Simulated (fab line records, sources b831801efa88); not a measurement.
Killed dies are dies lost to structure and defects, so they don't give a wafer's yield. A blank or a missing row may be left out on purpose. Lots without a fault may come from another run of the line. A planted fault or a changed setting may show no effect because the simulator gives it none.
fab line records | flow sky130
record lots=6 wafers=16 last_day=51
route steps=708 shown VIA1@467 PAD_OPEN@708
lots that met no fault: from a run of the same line without faults
start_h: hours from the record's first day to the start of the lot's first wafer shown | wait_h: hours since the lot's step before | " the same as in the row above | L1.1+2: a row that stands for several wafers | - no value, or no start given | * or withheld: withheld | < > ~ a bound
route shown NAME@n: a module of which the file shows steps, and the number in the route of the first | usual: mean/standard deviation of fault-free wafers | same: alike in all rows | chamber/n: place in a boat | sites: the reading at each site | _std_site: their standard deviation | _edge_site: outer sites' mean less inner sites' | radius_mm: how far each site lies from the wafer's centre | mask NAME#n: copy n | behind: the tool/chamber that last shaped the wafer | hold: why the lot was held/for how many hours/how that ended | device: the transistor (n, p or np) that didn't switch | end of line: the same wafers' tests at the end of the route | a step without rows: its recipe alone | killed: dies lost to structure and defects at the first sort, not the wafer's yield | map: a wafer's dies, x killed, . not, _ none there
set.NAME: the setting as run; set.NAME@STEP: as run at that earlier step | model.NAME: the simulator's own value behind a step, which no gauge read
lots at some steps of the route; a table a step, a row a wafer
services: from which hour (start_h, from the record's first day; less than 0 if before it) a tool's chamber was out of use, for how many hours, and why
## steps
# step SKY_VIA1_EXPOSE_09
# recipe mask_id=VIM na=0.8 source_shape=annular sigma_inner=0.55 sigma_outer=0.85 target_cd_nm=150 dose_mj=38
# step SKY_VIA1_PEB_10
# recipe peb_temp_c=withheld peb_time_s=withheld resist=KrF-thick
# step SKY_VIA1_DEVELOP_11
# recipe develop_time_s=60 resist=KrF-thick dev_temp_c=21
# step SKY_VIA1_CD_MEAS_12
# recipe target_cd_nm=150
# usual cd_nm=150.4/1.6
# columns lot.wafer tool chamber start_h wait_h cd_nm
L572.1 cd_sem-01 - 838.91 - 148.0
L572.2 " - " " 148.0
L572.6 " - " " 149.3
L579.2 cd_sem-01 - 901.48 - 150.3
L579.4 " - " " 152.2
L581.2 cd_sem-01 - 919.50 - 150.8
L581.5 " - " " 151.0
L582.3 cd_sem-01 - 924.10 - 151.4
L582.4 " - " " 150.8
L582.6 " - " " 149.2
L589.3 cd_sem-01 - 971.45 - 149.5
L589.4 " - " " 150.0
L589.5 " - " " 152.5
L593.1 cd_sem-01 - 985.50 - 149.9
L593.4 " - " " 150.4
L593.6 " - " " 149.3
# step SKY_VIA1_OVL_MEAS_13
# usual VIA1_OVL=-1/4.7
# columns lot.wafer tool chamber start_h wait_h VIA1_OVL[nm]
L572.1 overlay-02 - 839.03 0.1 -5
L572.2 " - " " -7
L572.6 " - " " -4
L579.2 overlay-02 - 901.59 0.1 2
L579.4 " - " " -2
L581.2 overlay-02 - 919.61 0.1 -1
L581.5 " - " " 7
L582.3 overlay-02 - 924.20 0.1 3
L582.4 " - " " -3
L582.6 " - " " -3
L589.3 overlay-01 - 971.55 0.1 6
L589.4 " - " " 1
L589.5 " - " " -3
L593.1 overlay-01 - 985.62 0.1 8
L593.4 " - " " 5
L593.6 " - " " -2
# step SKY_VIA1_ETCH_14
# recipe chemistry=N2/H2 target=BARC ion_energy_ev=200 source_w=500 bias_w=100 pressure_mtorr=30 n2_flow_sccm=100 h2_flow_sccm=200 stop_on=SiO2 time_s=45.9 target_depth_a=600
# usual drypump_motor_current_A=5.8/0.57 h2_flow_sccm=200.0/0.64 n2_flow_sccm=100.0/0.32 oes_product_au=0.856/0.005 throttle_valve_pct=13.225/0.0096
# same time_s=45.9
# columns lot.wafer tool chamber start_h wait_h drypump_motor_current_A h2_flow_sccm n2_flow_sccm oes_product_au rf_hours_counter_h throttle_valve_pct
L572.1 rie_diel-03 2 839.07 0.0 5.6 199.8 100.4 0.849 17 13.233
L572.2 " 0 " " 6.0 199.0 100.8 0.853 15 13.221
L572.6 " 3 " " 5.1 199.5 99.9 0.846 - 13.216
L579.2 rie_diel-02 1 901.62 0.0 5.7 199.8 99.9 0.869 4 13.218
L579.4 " 3 " " 5.4 199.3 100.0 0.851 11 13.212
L581.2 rie_diel-03 1 919.64 0.0 5.5 198.5 99.9 0.854 13 13.221
L581.5 " 2 " " 5.6 200.2 99.7 0.855 - 13.221
L582.3 rie_diel-04 3 924.22 0.0 5.0 199.7 100.4 0.859 3 13.225
L582.4 " 2 " " 6.5 201.1 99.7 0.857 16 13.224
L582.6 " 0 " " 6.7 200.3 99.8 0.848 - 13.250
L589.3 rie_diel-03 2 971.57 0.0 5.6 199.4 100.2 0.862 1 13.220
L589.4 " 0 " " 6.0 200.6 99.4 0.861 19 13.214
L589.5 " 1 " " 5.5 201.5 100.0 0.850 - 13.209
L593.1 rie_diel-03 0 985.66 0.0 6.0 199.9 100.0 0.853 19 13.244
L593.4 " 1 " " 5.5 200.2 99.5 0.861 15 13.235
L593.6 " 3 " " 5.2 200.2 99.7 0.860 - 13.227
# step SKY_VIA1_ETCH_15
# recipe target=SiO2 chemistry=C4F8/O2/Ar target_depth_nm=351 stop_on=TiN mask_material=KrF-thick source_w=1500 bias_w=1200 pressure_mtorr=40 c4f8_flow_sccm=withheld O2_flow_sccm=6 Ar_flow_sccm=300 time_s=54
# usual oes_product_au=0.982/0.0058
# same time_s=54
# columns lot.wafer tool chamber start_h wait_h oes_product_au rf_hours_counter_h
L572.1 rie_diel-03 2 839.11 0.0 0.983 17
L572.2 " 0 " " 0.983 15
L572.6 " 3 " " 0.981 -
L579.2 rie_diel-02 1 901.66 0.0 0.979 4
L579.4 " 3 " " 0.981 11
L581.2 rie_diel-03 1 919.68 0.0 0.985 13
L581.5 " 2 " " 0.986 -
L582.3 rie_diel-04 3 924.26 0.0 0.979 3
L582.4 " 2 " " 0.968 16
L582.6 " 0 " " 0.990 -
L589.3 rie_diel-03 2 971.61 0.0 0.984 1
L589.4 " 0 " " 0.979 19
L589.5 " 1 " " 0.988 -
L593.1 rie_diel-03 0 985.70 0.0 0.987 19
L593.4 " 1 " " 0.988 15
L593.6 " 3 " " 0.981 -
# step SKY_VIA1_STRIP_16
# recipe chemistry=O2/N2 power_w=1400 pressure_mtorr=1500 platen_temp_c=withheld o2_flow_sccm=3000 n2_flow_sccm=300 overash_fraction=0.5
# usual drypump_motor_current_A=5.7/0.57 n2_flow_sccm=300.0/1 oes_product_au=0.416/0.0045 strip_time_to_endpoint_s=4.459/0.026
# columns lot.wafer tool chamber start_h wait_h drypump_motor_current_A n2_flow_sccm oes_product_au rf_hours_counter_h strip_time_to_endpoint_s
L572.1 plasma_asher-01 0 839.16 0.0 5.4 300.2 0.421 43 4.430
L572.2 " 1 " " 6.2 300.4 0.415 43 4.447
L572.6 " 1 " " 6.2 300.2 0.416 - 4.473
L579.2 plasma_asher-03 1 901.71 0.0 6.3 301.1 0.419 77 4.492
L579.4 " 1 " " 6.2 301.9 0.414 - 4.507
L581.2 plasma_asher-01 1 919.73 0.0 6.2 300.8 0.414 53 4.461
L581.5 " 1 " " 6.2 299.7 0.424 - 4.475
L582.3 plasma_asher-02 1 924.34 0.1 4.7 300.4 0.418 - 4.492
L582.4 " 0 " " 6.2 300.7 0.417 - 4.478
L582.6 " 0 " " 6.2 301.5 0.412 - 4.437
L589.3 plasma_asher-03 1 971.69 0.1 6.2 300.2 0.417 - 4.425
L589.4 " 0 " " 5.6 300.8 0.420 - 4.458
L589.5 " 1 " " 6.2 300.7 0.416 - 4.469
L593.1 plasma_asher-01 1 985.75 0.0 6.2 300.8 0.417 58 4.466
L593.4 " 0 " " 5.4 298.9 0.416 - 4.450
L593.6 " 0 " " 5.4 296.9 0.413 - 4.518
# step SKY_VIA1_STRIP_17
# recipe chemistry=post_etch_residue_remover time_s=1200 temp_c=72.5
# step SKY_VIA1_CLEAN_18
# recipe chemistry=IPA time_s=180 temp_c=25
# step SKY_VIA1_CLEAN_19
# recipe chemistry=O3/DIW dry=n2_spin
# step SKY_VIA1_SPUTTER_20
# recipe material=TiN target_thk_nm=20 chamber_pressure_pa=5 power_w=4000 time_s=80
# usual cathode_dc_power_W=4000.0/0.73 throttle_valve_pct=30.4/0.95
# same time_s=80
# columns lot.wafer tool chamber start_h wait_h cathode_dc_power_W throttle_valve_pct
L572.1 pvd_sputter-01 - 839.75 0.0 3999.4 32.1
L572.2 " - " " 4001.0 31.1
L572.6 " - " " 3999.8 31.4
L579.2 pvd_sputter-02 - 902.31 0.0 3999.4 28.6
L579.4 " - " " 4000.3 29.5
L581.2 pvd_sputter-04 - 920.32 0.0 3998.9 29.1
L581.5 " - " " 4001.1 28.8
L582.3 pvd_sputter-02 - 924.91 0.0 3999.6 29.6
L582.4 " - " " 4000.0 30.4
L582.6 " - " " 3999.4 28.8
L589.3 pvd_sputter-01 - 972.25 0.0 3998.5 31.2
L589.4 " - " " 3999.0 31.0
L589.5 " - " " 3999.9 31.2
L593.1 pvd_sputter-02 - 986.37 0.0 3999.6 29.7
L593.4 " - " " 3999.5 28.6
L593.6 " - " " 3999.7 30.3
# step SKY_VIA1_CVD_21
# recipe material=W target_thk_nm=270 time_s=80.902 temp_c=400 pressure_torr=40
# usual heater_power_w=906/86
# columns lot.wafer tool chamber start_h wait_h heater_power_w model.W_of_VIA1_CVD_21.thk_nm
L572.1 cvd_w-02 0 839.81 0.0 805 269.4
L572.2 " 1 " " 966 261.9
L572.6 " 1 " " 971 263.6
L579.2 cvd_w-01 0 902.37 0.0 1000 245.6
L579.4 " 0 " " 1001 247.8
L581.2 cvd_w-01 1 920.38 0.0 890 245.3
L581.5 " 1 " " 911 267.8
L582.3 cvd_w-02 0 925.00 0.1 750 272.5
L582.4 " 1 " " 879 267.9
L582.6 " 0 " " 726 272.7
L589.3 cvd_w-02 0 972.34 0.1 750 269.3
L589.4 " 1 " " 904 268.8
L589.5 " 0 " " 760 269.8
L593.1 cvd_w-01 0 986.44 0.0 997 268.1
L593.4 " 0 " " 1007 267
L593.6 " 0 " " 995 266.5
# step SKY_VIA1_RS_MEAS_22
# recipe thk_meas_gauge=four-point-probe reads=W_of_VIA1_CVD_21+TiN_of_VIA1_SPUTTER_20
# usual VIA1_W_RS=0.430/0.0046
# columns lot.wafer tool chamber start_h wait_h VIA1_W_RS[ohm/sq]
L572.1 film_metro-02 - 839.90 0.1 0.428
L572.2 " - " " 0.440
L572.6 " - " " 0.437
L579.2 film_metro-03 - 902.48 0.1 0.471
L579.4 " - " " 0.467
L581.2 film_metro-03 - 920.49 0.1 0.471
L581.5 " - " " 0.430
L582.3 film_metro-01 - 925.10 0.1 0.423
L582.4 " - " " 0.431
L582.6 " - " " 0.422
L589.3 film_metro-02 - 972.44 0.1 0.428
L589.4 " - " " 0.429
L589.5 " - " " 0.427
L593.1 film_metro-01 - 986.62 0.2 0.431
L593.4 " - " " 0.432
L593.6 " - " " 0.432
# step SKY_VIA1_THK_MEAS_23
# recipe thk_meas_gauge=xrf reads=W_of_VIA1_CVD_21
# usual VIA1_W_THK=273/3.2
# columns lot.wafer tool chamber start_h wait_h VIA1_W_THK[nm]
L572.1 film_metro-02 - 840.02 0.1 277
L572.2 " - " " 269
L572.6 " - " " 270
L579.2 film_metro-03 - 902.59 0.1 247
L579.4 " - " " 249
L581.2 film_metro-03 - 920.60 0.1 248
L581.5 " - " " 272
L582.3 film_metro-01 - 925.20 0.1 282
L582.4 " - " " 276
L582.6 " - " " 280
L589.3 film_metro-02 - 972.54 0.1 275
L589.4 " - " " 275
L589.5 " - " " 274
L593.1 film_metro-01 - 986.74 0.1 276
L593.4 " - " " 275
L593.6 " - " " 276
# step SKY_VIA1_CMP_24
# recipe stop_on=SiO2 t_overpolish_s=15 down_force_psi=3.5 platen_rpm=60 target_thk_nm=0 pad_velocity_m_s=0.94248
# usual edge_zone_pressure_frac=1.000/0.0052 motor_current_A=11.3/1.2 platen_rpm=60.00/0.039
# columns lot.wafer tool chamber start_h wait_h edge_zone_pressure_frac motor_current_A platen_rpm
L572.2 cmp-02 2 840.18 0.1 0.994 11.5 60.08
L572.1 " 3 " " 0.997 13.6 60.05
L572.6 " 1 " " 0.991 12.9 60.00
L579.2 cmp-02 1 902.69 0.1 0.996 12.9 60.04
L579.4 " 2 " " 1.001 11.1 59.95
L581.2 cmp-02 1 920.75 0.1 1.000 12.6 59.95
L581.5 " 3 " " 1.009 13.1 60.01
L582.4 cmp-01 0 925.34 0.1 1.008 9.8 60.00
L582.3 " 1 " " 1.005 11.1 60.01
L582.6 " 3 " " 0.995 9.9 60.02
L589.3 cmp-02 2 972.68 0.1 0.991 10.9 59.94
L589.4 " 3 " " 1.005 13.1 59.99
L589.5 " 1 " " 0.995 13.4 59.97
L593.1 cmp-02 0 986.85 0.1 0.994 10.4 60.07
L593.4 " 1 " " 1.002 12.7 59.97
L593.6 " 3 " " 1.000 12.8 59.98
# step SKY_PAD_OPEN_PROBE_99
# usual defect_limited_yield=82.6/1.7 killed_at_M0_to_M3=43/7 killed_at_M4_up=3.1/1.5 killed_at_contacts=23/4.9 killed_at_front_end=16/3.9 killed_at_other=0.3/0.52 killed_dies=86/8.2 killed_open=47/6.1 killed_short=38/5.8 sort_bin_3_pad_short=0.8/0.41 sort_bin_5_function=10.2/1.3 sort_bin_6_memory=6.4/1.1 sort_n_pass=406/8.2 sort_yield_pct=82.6/1.7
# same gross_dies=492 killed_at_back_side=0 sort_bin_4_leakage[%]=0 sort_bin_8_speed[%]=0
# columns lot.wafer tool chamber start_h wait_h defect_limited_yield[%] killed_at_M0_to_M3 killed_at_M4_up killed_at_contacts killed_at_front_end killed_at_other killed_dies killed_open killed_short sort_bin_3_pad_short[%] sort_bin_5_function[%] sort_bin_6_memory[%] sort_n_pass sort_yield_pct[%]
L572.1 prober-01 - 1119.60 0.1 82.7 46 4 25 10 0 85 57 27 0.2 8.7 8.3 407 82.7
L572.2 prober-01 - 1119.65 0.1 81.5 41 3 30 17 0 91 43 48 1.2 10.8 6.5 401 81.5
L572.6 prober-01 - 1119.85 0.2 81.3 49 2 29 12 0 92 60 32 0.8 10.2 7.7 400 81.3
L579.2 prober-01 - 1167.02 0.1 82.9 31 5 28 20 0 84 48 34 0.6 8.9 7.5 408 82.9
L579.4 prober-01 - 1167.12 0.2 83.9 37 5 14 22 1 79 42 36 1.2 9.6 5.3 413 83.9
L581.2 prober-02 - 1180.72 0.1 84.1 44 2 17 14 1 78 49 29 0.8 8.9 6.1 414 84.1
L581.5 prober-02 - 1180.87 0.2 82.5 45 3 18 20 0 86 44 42 0.8 11.4 5.3 406 82.5
L582.3 prober-01 - 1185.82 0.2 81.7 48 1 24 16 1 90 51 39 1.0 11.8 5.5 402 81.7
L582.4 prober-01 - 1185.87 0.2 85.6 41 3 17 10 0 71 40 31 0.4 9.1 4.9 421 85.6
L582.6 prober-01 - 1185.97 0.2 82.9 52 3 20 9 0 84 46 38 0.4 10.8 5.9 408 82.9
L589.3 prober-02 - 1218.41 0.2 82.1 45 4 23 16 0 88 44 42 0.6 10.8 6.5 404 82.1
L589.4 prober-02 - 1218.46 0.2 82.9 39 2 23 20 0 84 51 33 0.6 10.2 6.3 408 82.9
L589.5 prober-02 - 1218.51 0.2 83.3 46 7 19 9 1 82 49 33 1.0 9.6 6.1 410 83.3
L593.1 prober-02 - 1225.41 0.1 83.1 44 2 23 14 0 83 43 40 1.0 9.3 6.5 409 83.1
L593.4 prober-02 - 1225.56 0.2 83.7 35 2 28 13 2 80 44 36 1.0 9.3 5.9 412 83.7
L593.6 prober-02 - 1225.66 0.2 82.3 43 5 29 10 0 87 49 38 0 10.8 6.9 405 82.3
# killed by level:class
L572.1 VIA1:geometric_particle:open=14 LI_CONTACT:geometric_particle:open=9 VIA3:geometric_particle:open=8 VIA2:geometric_particle:open=8 CONTACT:geometric_particle:open=7 METAL2:geometric_particle:short=5 CONTACT:geometric_particle:short=4 METAL1:geometric_particle:short=4
L572.2 LI_CONTACT:geometric_particle:open=9 CONTACT:geometric_particle:open=8 METAL1:geometric_particle:short=8 VIA1:geometric_particle:open=8 METAL2:geometric_particle:short=6 FIELD_ISO:geometric_particle:open=5 VIA3:geometric_particle:short=5 CONTACT:geometric_particle:short=5
L572.6 CONTACT:geometric_particle:open=15 VIA1:geometric_particle:open=15 VIA2:geometric_particle:open=9 FIELD_ISO:geometric_particle:open=6 VIA3:geometric_particle:open=6 LOCAL_INTERCONNECT:geometric_particle:short=5 LI_CONTACT:geometric_particle:open=4 CONTACT:geometric_particle:short=4
L579.2 CONTACT:geometric_particle:open=11 LI_CONTACT:geometric_particle:open=7 VIA1:geometric_particle:open=7 FIELD_ISO:geometric_particle:open=6 CONTACT:geometric_particle:short=6 METAL3:geometric_particle:short=5 METAL4:geometric_particle:short=5 VIA2:geometric_particle:open=4
L579.4 POLY_GATE:geometric_particle:open=8 VIA1:geometric_particle:open=8 VIA3:geometric_particle:open=7 POLY_GATE:geometric_particle:short=6 FIELD_ISO:geometric_particle:short=5 LOCAL_INTERCONNECT:geometric_particle:short=5 CONTACT:geometric_particle:open=5 METAL1:geometric_particle:short=5
L581.2 VIA1:geometric_particle:open=12 LI_CONTACT:geometric_particle:open=7 VIA1:geometric_particle:short=7 FIELD_ISO:geometric_particle:open=6 CONTACT:geometric_particle:open=6 VIA2:geometric_particle:short=6 VIA2:geometric_particle:open=5 POLY_GATE:geometric_particle:short=3
L581.5 VIA1:geometric_particle:open=13 CONTACT:geometric_particle:open=6 POLY_GATE:geometric_particle:open=5 POLY_GATE:geometric_particle:short=5 VIA3:geometric_particle:short=5 VIA1:geometric_particle:short=5 METAL2:geometric_particle:short=5 FIELD_ISO:geometric_particle:open=4
L582.3 CONTACT:geometric_particle:open=12 VIA3:geometric_particle:open=10 VIA2:geometric_particle:open=8 CONTACT:geometric_particle:short=6 METAL1:geometric_particle:short=6 VIA1:geometric_particle:short=6 VIA1:geometric_particle:open=6 FIELD_ISO:geometric_particle:short=4
L582.4 VIA2:geometric_particle:open=8 METAL1:geometric_particle:short=8 CONTACT:geometric_particle:open=7 VIA1:geometric_particle:open=7 LI_CONTACT:geometric_particle:open=4 VIA2:geometric_particle:short=4 VIA3:geometric_particle:open=4 POLY_CUT:geometric_particle:open=3
L582.6 VIA3:geometric_particle:open=11 VIA1:geometric_particle:open=9 LI_CONTACT:geometric_particle:open=8 METAL1:geometric_particle:short=8 CONTACT:geometric_particle:open=6 METAL3:geometric_particle:short=6 FIELD_ISO:geometric_particle:short=5 VIA2:geometric_particle:open=5
L589.3 VIA1:geometric_particle:open=14 VIA2:geometric_particle:open=6 POLY_GATE:geometric_particle:short=5 LI_CONTACT:geometric_particle:open=5 LOCAL_INTERCONNECT:geometric_particle:short=5 CONTACT:geometric_particle:open=5 METAL1:geometric_particle:short=5 VIA2:geometric_particle:short=5
L589.4 VIA1:geometric_particle:open=11 LI_CONTACT:geometric_particle:open=10 CONTACT:geometric_particle:open=8 FIELD_ISO:geometric_particle:short=7 VIA3:geometric_particle:open=6 POLY_GATE:geometric_particle:open=5 METAL1:geometric_particle:short=5 VIA1:geometric_particle:short=5
L589.5 VIA1:geometric_particle:open=16 VIA3:geometric_particle:open=8 METAL4:geometric_particle:short=5 LOCAL_INTERCONNECT:geometric_particle:open=4 LOCAL_INTERCONNECT:geometric_particle:short=4 VIA2:geometric_particle:open=4 METAL3:geometric_particle:short=4 FIELD_ISO:geometric_particle:open=3
L593.1 VIA1:geometric_particle:open=15 LI_CONTACT:geometric_particle:open=7 LOCAL_INTERCONNECT:geometric_particle:short=5 CONTACT:geometric_particle:open=5 VIA1:geometric_particle:short=5 VIA2:geometric_particle:open=5 METAL2:geometric_particle:short=5 LI_CONTACT:geometric_particle:short=4
L593.4 CONTACT:geometric_particle:open=11 LI_CONTACT:geometric_particle:open=9 METAL1:geometric_particle:short=6 VIA1:geometric_particle:short=6 VIA1:geometric_particle:open=5 VIA2:geometric_particle:open=5 VIA3:geometric_particle:open=5 FIELD_ISO:geometric_particle:short=3
L593.6 CONTACT:geometric_particle:open=11 VIA1:geometric_particle:open=9 VIA2:geometric_particle:open=7 VIA1:geometric_particle:short=6 LI_CONTACT:geometric_particle:open=6 CONTACT:geometric_particle:short=6 VIA3:geometric_particle:open=5 METAL2:geometric_particle:short=5
## services
# columns tool chamber start_h hours kind
cvd_w-02 - 826.55 6.9 pm
cvd_w-01 - 836.23 2.8 pm
plasma_asher-02 - 845.56 7.7 repair
cvd_w-02 - 859.63 0.8 repair
rie_diel-03 2 862.19 1.9 repair
rie_diel-04 - 867.07 2.8 pm
cmp-01 - 867.94 12.5 repair
rie_diel-02 1 871.97 12.6 repair
cmp-02 - 876.07 0.5 repair
plasma_asher-01 - 884.84 2.0 repair
rie_diel-04 1 890.49 6.2 repair
rie_diel-04 2 891.64 1.2 repair
cvd_w-02 - 904.00 14.0 pm
cvd_w-01 1 904.66 3.4 repair
cmp-02 - 907.53 3.5 repair
pvd_sputter-02 - 937.82 1.3 repair
plasma_asher-01 - 949.62 14.6 pm
cmp-02 - 950.58 5.5 pm
rie_diel-02 - 964.50 2.2 repair
plasma_asher-03 - 967.43 0.3 repair
pvd_sputter-02 - 970.14 3.6 repair
rie_diel-02 2 973.79 5.5 repair
cvd_w-01 1 980.40 10.8 repair
cvd_w-01 - 986.69 6.9 pm
## key
first_sign step=SKY_VIA1_RS_MEAS_22 reading=VIA1_W_RS direction=up sigmas=8.7 usual=0.430 struck=0.470
effect step=SKY_VIA1_THK_MEAS_23 reading=VIA1_W_THK direction=down sigmas=7.9 usual=273 struck=248
model_effect step=SKY_VIA1_CVD_21 value=W_of_VIA1_CVD_21.thk_nm without=270.6 struck=246.2
met_at SKY_VIA1_CVD_21
struck_wafers L579.2,L579.4,L581.2
fault kind=process_parameter_drift tool=cvd_w-01 chamber=- onset_h=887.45 steps=SKY_VIA1_CVD_21 channel=target_thk_nm offset=-24.414 shape=step end_h=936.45 scope=struck_wafers_only acts_in=these_recipes_only stated=270
